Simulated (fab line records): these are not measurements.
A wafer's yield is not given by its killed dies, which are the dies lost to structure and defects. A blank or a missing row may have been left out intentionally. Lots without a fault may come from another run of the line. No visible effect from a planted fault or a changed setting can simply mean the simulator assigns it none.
Problem report in the 8D (eight disciplines) form, filled by code || flow gf180mcu || the parts of the form that need people (team, actions taken, sign-off) are left out

## 1. THE ISSUE
At GF_HV_LDD_CD_MEAS_07, cd-nm averages 256.9 nm over 3 wafers from 2 lots, while fault-free wafers read 400.5 nm, standard deviation 2.1. Relative to the usual mean, that is a shift of -68 standard deviations.
The step: target cd 400 nm.
First seen on wafer L761.4, day 14 13:48, on cd-sem-01. The record holds 42 wafers of 14 lots with a number at this step. Rule for "out", or "out of limits": more than 4 standard deviations from the usual mean. The rest of the wafers with a number are treated as sound.

## 2. WHAT IT IS, WHAT IT ISN'T
{"question": "which readings at this step", "is": "cd-nm", "is not": "-"}
{"question": "which lots", "is": "L761, L762", "is not": "L749, L750, L751, L752, L754, L756, L758, L759, L763, L764, L769, L770"}
{"question": "which wafers of those lots", "is": "L761.4, L761.6, L762.4", "is not": "L761.1, L762.1, L762.3"}
{"question": "read on which gauges", "is": "cd-sem-01, cd-sem-02", "is not": "-"}
{"question": "when", "is": "from day 14 13:48", "is not": "up to then (25 sound wafers); but 14 sound wafers of L762, L763, L764, L769, L770 came after"}

## 3. SUSPECTS, AND WHAT RULES EACH OUT
Counting: any tool at a process step up to the reading remains a suspect provided it ran every lot that is out. Sound lots after the first of them don't rule it out here, since some wafers of a struck lot are sound.
- ruled out: the gauge at GF_HV_LDD_CD_MEAS_07. Those wafers that are out were read across 2 gauges (cd-sem-01, cd-sem-02).
- litho-track-01 at GF_HV_LDD_DEVELOP_06 (develop time 60 s): kept. Ran every lot that is out, first one L761 (day 14 13:39); last sound lot up to then L759 (day 14 06:39).
Remaining after the count: litho-track-01 at GF_HV_LDD_DEVELOP_06.

## 4. THE CAUSE (what the simulator had put in)
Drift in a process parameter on litho-track-01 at GF_HV_LDD_DEVELOP_06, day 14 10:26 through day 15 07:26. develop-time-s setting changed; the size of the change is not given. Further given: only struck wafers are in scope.
This tool alone remained once counting was done.

## 5. THE EFFECT CHAIN, in route order
Each row: a reading where the mean over the struck wafers with a number is more than 3 standard deviations away from the usual. Scope: only readings with a usual standard deviation given in the record; hours: median across lots of the time from each lot's start at the first step in this table that gives one to its start at this step; sigmas: change in usual standard deviations.
{"hours": 0, "step": "GF_HV_LDD_CD_MEAS_07", "reading": "cd-nm", "usual": "400.5 nm", "on struck wafers": 256.9, "change": -143.6, "sigmas": -68}

## 6. WHAT WOULD HAVE CAUGHT IT SOONER
In this record the first reading out of limits at a measuring or inspecting step was taken at day 14 13:48, 3 hours after the fault began at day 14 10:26.
L762, from the lots that are out (2), started GF_HV_LDD_DEVELOP_06 on litho-track-01 later than day 14 13:48. Had the tool been put on hold then, it would have been spared.
